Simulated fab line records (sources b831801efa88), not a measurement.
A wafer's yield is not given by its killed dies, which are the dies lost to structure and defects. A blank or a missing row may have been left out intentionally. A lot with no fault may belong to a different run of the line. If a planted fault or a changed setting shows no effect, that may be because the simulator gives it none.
Which of the tools did it? -- flow gf180mcu -- 13 lots, 39 wafers sampled, at 5 steps of a route of 602

== WHAT EACH GAUGE READ, for each wafer ==
GF_V1_CD_MEAS_14: target cd 260 nm.
lot,measured,on,cd_nm (nm)
L670,day 18 00:18,cd_sem-02,258.0 258.4 258.1
L672,day 18 14:57,cd_sem-02,259.6 259.6 259.4
L673,day 19 05:43,cd_sem-01,260.3 259.3 260.7
L674,day 19 12:57,cd_sem-02,260.8 260.5 260.6
L675,day 19 19:20,cd_sem-02,260.1 259.8 261.3
L676,day 20 09:22,cd_sem-02,259.7 260.3 260.2
L677,day 20 17:55,cd_sem-02,261.3 259.8 260.0
L679,day 21 12:27,cd_sem-01,259.6 260.2 259.5
L684,day 23 07:37,cd_sem-01,260.9 261.0 261.2
L685,day 23 14:33,cd_sem-02,259.3 258.9 259.3
L687,day 24 06:51,cd_sem-01,260.4 260.3 261.4
L691,day 25 16:15,cd_sem-02,259.5 261.4 262.0
L692,day 25 20:45,cd_sem-01,258.5 258.7 259.5

GF_M2_THK_MEAS_06: measures by xrf.
lot,measured,on,M2_ALCU_THK (nm)
L670,day 18 02:10,film_metro-02,450 454 450
L672,day 18 16:48,film_metro-04,443 441 445
L673,day 19 07:34,film_metro-01,446 446 448
L674,day 19 14:51,film_metro-04,455 454 452
L675,day 19 21:10,film_metro-04,451 450 450
L676,day 20 11:11,film_metro-01,438 439 441
L677,day 20 19:46,film_metro-04,447 449 445
L679,day 21 14:18,film_metro-01,442 444 445
L684,day 23 09:28,film_metro-01,442 445 443
L685,day 23 16:26,film_metro-04,443 442 446
L687,day 24 09:03,film_metro-01,463 463 464
L691,day 25 18:06,film_metro-02,448 452 453
L692,day 25 22:51,film_metro-02,451 448 453

== EACH LOT AND THE TOOL THAT RAN IT (in order: tool; ch and the chambers of the sampled wafers; start) ==
lot,GF_PSD_COAT_02,GF_PSD_STRIP_10,GF_M1_SPUTTER_04
L670,"litho_track-02 ch 0, day 13 17:18","plasma_asher-01 ch 0,1, day 14 04:13","pvd_sputter-03, day 16 01:44"
L672,"litho_track-03 ch 0, day 14 06:00","plasma_asher-03 ch 0,1, day 14 16:34","pvd_sputter-02, day 16 15:02"
L673,"litho_track-04 ch 0, day 14 17:35","plasma_asher-04 ch 0,1, day 15 04:31","pvd_sputter-03, day 17 04:26"
L674,"litho_track-03 ch 0, day 15 02:27","plasma_asher-04 ch 0, day 15 13:49","pvd_sputter-03, day 17 12:44"
L675,"litho_track-03 ch 0, day 15 06:51","plasma_asher-01 ch 0,1, day 15 17:35","pvd_sputter-03, day 17 18:02"
L676,"litho_track-04 ch 0, day 15 18:20","plasma_asher-04 ch 0,1, day 16 06:08","pvd_sputter-01, day 18 07:38"
L677,"litho_track-04 ch 0, day 16 02:41","plasma_asher-04 ch 0,1, day 16 13:58","pvd_sputter-03, day 18 15:53"
L679,"litho_track-02 ch 0, day 16 19:57","plasma_asher-03 ch 0,1, day 17 08:19","pvd_sputter-03, day 19 10:48"
L684,"litho_track-04 ch 0, day 18 15:56","plasma_asher-03 ch 0,1, day 19 04:13","pvd_sputter-03, day 21 07:44"
L685,"litho_track-04 ch 0, day 18 20:51","plasma_asher-03 ch 0, day 19 09:48","pvd_sputter-02, day 21 14:18"
L687,"litho_track-03 ch 0, day 19 16:42","plasma_asher-03 ch 0,1, day 20 04:51","pvd_sputter-01, day 22 07:44"
L691,"litho_track-03 ch 0, day 21 03:15","plasma_asher-04 ch 1, day 21 15:31","pvd_sputter-02, day 23 17:38"
L692,"litho_track-02 ch 0, day 21 07:24","plasma_asher-03 ch 0,1, day 21 19:46","pvd_sputter-01, day 23 21:59"
- GF_PSD_COAT_02: resist thk 1000 nm.
- GF_PSD_STRIP_10: strips in O2/N2.
- GF_M1_SPUTTER_04: material TiN, target thk 50 nm, time 41.7 s.

== AS READ BY THE TOOLS THEMSELVES (means over the sampled wafers that have a number; for cases with no such wafer, the mark the record gives instead) ==
GF_PSD_COAT_02.
lot,tool,chill_plate_temp_C (C),spin_speed_rpm (rpm)
L670,litho_track-02,22.85,2999.4
L672,litho_track-03,22.85,3000.2
L673,litho_track-04,22.95,3000.0
L674,litho_track-03,23.08,2999.8
L675,litho_track-03,23.08,3000.6
L676,litho_track-04,22.99,3000.7
L677,litho_track-04,23.15,3000.9
L679,litho_track-02,22.94,2999.5
L684,litho_track-04,23.02,3278.2
L685,litho_track-04,22.91,3277.1
L687,litho_track-03,23.05,3000.7
L691,litho_track-03,22.92,3001.2
L692,litho_track-02,23.03,3001.1

GF_PSD_STRIP_10.
lot,tool,drypump_motor_current_A (A),heater_power_w (W),o2_flow_sccm (sccm),oes_product_au (a.u.),strip_time_to_endpoint_s (s)
L670,plasma_asher-01,6.0,356,3004,0.592,16.47
L672,plasma_asher-03,6.3,318,3012,0.591,16.50
L673,plasma_asher-04,5.5,333,3007,0.591,16.50
L674,plasma_asher-04,5.6,365,3010,0.593,16.54
L675,plasma_asher-01,5.7,330,3002,0.587,16.53
L676,plasma_asher-04,5.5,310,3004,0.592,16.50
L677,plasma_asher-04,5.5,314,2995,0.593,16.57
L679,plasma_asher-03,6.3,320,3011,0.592,16.52
L684,plasma_asher-03,6.3,324,2994,0.587,16.07
L685,plasma_asher-03,6.5,318,3013,0.587,16.06
L687,plasma_asher-03,6.1,334,3002,0.590,16.56
L691,plasma_asher-04,5.4,278,2999,0.593,16.53
L692,plasma_asher-03,6.3,325,2988,0.590,16.55

GF_M1_SPUTTER_04.
lot,tool,throttle_valve_pct (%)
L670,pvd_sputter-03,30.8
L672,pvd_sputter-02,29.7
L673,pvd_sputter-03,29.7
L674,pvd_sputter-03,31.5
L675,pvd_sputter-03,29.1
L676,pvd_sputter-01,30.8
L677,pvd_sputter-03,30.8
L679,pvd_sputter-03,29.3
L684,pvd_sputter-03,30.2
L685,pvd_sputter-02,29.6
L687,pvd_sputter-01,30.7
L691,pvd_sputter-02,29.5
L692,pvd_sputter-01,30.7

== THE ANSWER, worked out from the rows above alone ==
Rule: usual is defined by the lots themselves. Put in order of their means at a reading, lots are off if they are a third of the lots or fewer, leave a main group of 4 or more, and stand apart from it by a gap of 3 or more times the standard deviation of the main group's means; of several such gaps the widest counts. The tables above print the reading to a certain number of digits; a main group whose means all agree to those digits is not used. Also off: a lot with no number at a reading for which 4 or more lots have one. Any other lot the step has rows for is counted as sound. The gauges are gone through in route order, then the tools' own readings, and for those a lot's mean is taken as printed above. At the first step where some lot is off, the reading lying furthest off is the one used; lots without a number count as furthest.
Off: L684, L685 (GF_PSD_COAT_02, spin_speed_rpm). For the main group the mean is 3000.4 rpm and the standard deviation 0.6.
A tool fits if, at that step or a process step before it, it ran every lot that is off, and no sound lot after the first of them. One candidate fits, namely litho_track-04 at GF_PSD_COAT_02. Its last sound lot is L677 (day 16 02:41), its first lot that is off L684 (day 18 15:56): a fault that began between those two fits.
The tool's own readings at GF_PSD_COAT_02 bear it out: on the lots that are off they differ by more than 5 times the standard deviation of the sound lots' means. spin_speed_rpm reads 3277.6 rpm there against 3000.4 rpm on the sound lots.

== WHAT WAS PUT IN BY THE SIMULATOR ==
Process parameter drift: litho_track-04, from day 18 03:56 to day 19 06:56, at GF_PSD_COAT_02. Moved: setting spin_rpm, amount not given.
Lots struck among those shown: L684, L685. This agrees with what the rule above found.
